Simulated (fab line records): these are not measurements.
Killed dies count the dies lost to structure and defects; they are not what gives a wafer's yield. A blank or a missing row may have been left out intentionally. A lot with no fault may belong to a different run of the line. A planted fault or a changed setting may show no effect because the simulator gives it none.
What tool caused it? :: flow gf180mcu :: 18 wafers from 6 lots sampled at 3 of the route's 602 steps

WHAT THE GAUGES SHOWED, per wafer
GF_DUAL_GATE_THK_MEAS_03.
lot: L909
measured: day 8 16:53
on: film metro-03
DUAL_GATE_OXIDATION_00_THK (nm): 10.68 10.85 10.79

lot: L913
measured: day 9 19:28
on: film metro-04
DUAL_GATE_OXIDATION_00_THK (nm): 10.84 10.65 10.74

lot: L920
measured: day 11 19:59
on: film metro-01
DUAL_GATE_OXIDATION_00_THK (nm): 10.94 10.88 10.78

lot: L923
measured: day 12 18:36
on: film metro-01
DUAL_GATE_OXIDATION_00_THK (nm): 10.61 10.87 10.52

lot: L925
measured: day 13 11:31
on: film metro-03
DUAL_GATE_OXIDATION_00_THK (nm): 10.62 10.73 10.82

lot: L927
measured: day 13 22:28
on: film metro-03
DUAL_GATE_OXIDATION_00_THK (nm): 10.61 10.73 10.66

WHICH TOOL RAN EACH LOT (tool, then ch and the chambers of the sampled wafers, then the start)
lot: L909
GF_VT_IMPLANT_RTA_45: rtp anneal-02 ch 0, day 8 14:40
GF_DUAL_GATE_OXIDATION_02: furnace-02 ch 0, day 8 15:26

lot: L913
GF_VT_IMPLANT_RTA_45: rtp anneal-01 ch 0, day 9 17:16
GF_DUAL_GATE_OXIDATION_02: furnace-01 ch 0, day 9 18:00

lot: L920
GF_VT_IMPLANT_RTA_45: rtp anneal-01 ch 0, day 11 17:46
GF_DUAL_GATE_OXIDATION_02: furnace-01 ch 0, day 11 18:33

lot: L923
GF_VT_IMPLANT_RTA_45: rtp anneal-01 ch 0, day 12 16:23
GF_DUAL_GATE_OXIDATION_02: furnace-02 ch 0, day 12 17:09

lot: L925
GF_VT_IMPLANT_RTA_45: rtp anneal-02 ch 0, day 13 07:24
GF_DUAL_GATE_OXIDATION_02: furnace-01 ch 0, day 13 10:04

lot: L927
GF_VT_IMPLANT_RTA_45: rtp anneal-01 ch 0, day 13 20:15
GF_DUAL_GATE_OXIDATION_02: furnace-01 ch 0, day 13 21:01
- GF_VT_IMPLANT_RTA_45: time 30 s.
- GF_DUAL_GATE_OXIDATION_02: stabilise 600 s, purge 300 s, target thk 10.887 nm.

THE ANSWER, worked out from the rows above alone
Rule: what is usual is taken from the lots themselves. The widest of any qualifying gaps counts: lots, ordered by their means at a reading, are off when they make up no more than a third of the lots, leave a main group of 4 or more, and stand apart from it by 3 or more times the standard deviation of that group's means. A main group is skipped when, at the precision printed for the reading in the tables above, its means are all equal. A lot without any number at a reading at which 4 lots or more have one is off too. The other lots that the step has rows for count as sound.
Across all readings shown, no lot is off: no conclusion can be drawn from this.

WHAT HAD BEEN PUT IN BY THE SIMULATOR
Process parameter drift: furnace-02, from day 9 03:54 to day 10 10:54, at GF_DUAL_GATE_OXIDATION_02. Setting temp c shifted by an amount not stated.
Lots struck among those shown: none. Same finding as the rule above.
